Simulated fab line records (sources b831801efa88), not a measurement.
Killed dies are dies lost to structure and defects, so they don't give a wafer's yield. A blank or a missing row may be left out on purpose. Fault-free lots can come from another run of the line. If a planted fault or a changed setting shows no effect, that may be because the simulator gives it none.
Which tool was responsible?    flow gf180mcu    6 lots, 18 wafers sampled, at 3 steps of a route of 602

WHAT THE GAUGES SHOWED, per wafer
GF_HV_LDD_OVL_MEAS_08.
lot   measured      on          HV_LDD_OVL (nm)
L756  day 10 14:38  overlay-01  3.7 2.6 1.2
L758  day 11 02:21  overlay-01  -1.3 -1.4 -0.8
L762  day 12 16:14  overlay-01  -0.9 -2.0 -1.2
L769  day 14 14:29  overlay-02  -72.8 -73.9 -72.6
L775  day 16 07:20  overlay-01  -1.7 -0.1 0.4
L778  day 17 04:17  overlay-02  -0.4 0.5 -1.5

TOOL THAT RAN EACH LOT (tool first, then ch and the chambers of the sampled wafers, then the start)
lot   GF_POLY_GATE_STRIP_14                GF_HV_LDD_EXPOSE_04
L756  plasmaAsher-01 ch 0,1, day 9 17:53   ilineStepper-02 ch 0, day 10 05:30
L758  plasmaAsher-02 ch 0,1, day 10 06:05  ilineStepper-02 ch 0, day 10 17:03
L762  plasmaAsher-03 ch 0,1, day 11 17:59  ilineStepper-02 ch 0, day 12 06:43
L769  plasmaAsher-01 ch 0,1, day 13 15:49  ilineStepper-02 ch 0, day 14 03:48
L775  plasmaAsher-03 ch 0,1, day 15 08:08  ilineStepper-01 ch 0, day 15 20:57
L778  plasmaAsher-03 ch 0,1, day 16 03:23  ilineStepper-01 ch 0, day 16 16:40
- GF_POLY_GATE_STRIP_14: strips in O2/N2.
- GF_HV_LDD_EXPOSE_04: exposes mask Nplus LV AREA, target cd 400 nm.

THE ANSWER, worked out from the rows above alone
Rule: usual is defined by the lots themselves. The widest of any qualifying gaps counts: lots, ordered by their means at a reading, are off when they make up no more than a third of the lots, leave a main group of 4 or more, and stand apart from it by 3 or more times the standard deviation of that group's means. The tables above print the reading to a certain number of digits; a main group whose means all agree to those digits is not used. A lot without any number at a reading at which 4 lots or more have one is off too. All remaining lots with rows at the step are treated as sound.
Off: L769, seen at GF_HV_LDD_OVL_MEAS_08 (HV_LDD_OVL). For the main group the mean is -0.2 nm and the standard deviation 1.4.
A tool fits if, at a process step before that reading, it ran every lot that is off, and no sound lot after the first of them. Those tools and the gauges at GF_HV_LDD_OVL_MEAS_08 are tried in the same way. Can't be told from this: 2 tools fit, plasmaAsher-01 at GF_POLY_GATE_STRIP_14, ilineStepper-02 at GF_HV_LDD_EXPOSE_04.

WHAT HAD BEEN PUT IN BY THE SIMULATOR
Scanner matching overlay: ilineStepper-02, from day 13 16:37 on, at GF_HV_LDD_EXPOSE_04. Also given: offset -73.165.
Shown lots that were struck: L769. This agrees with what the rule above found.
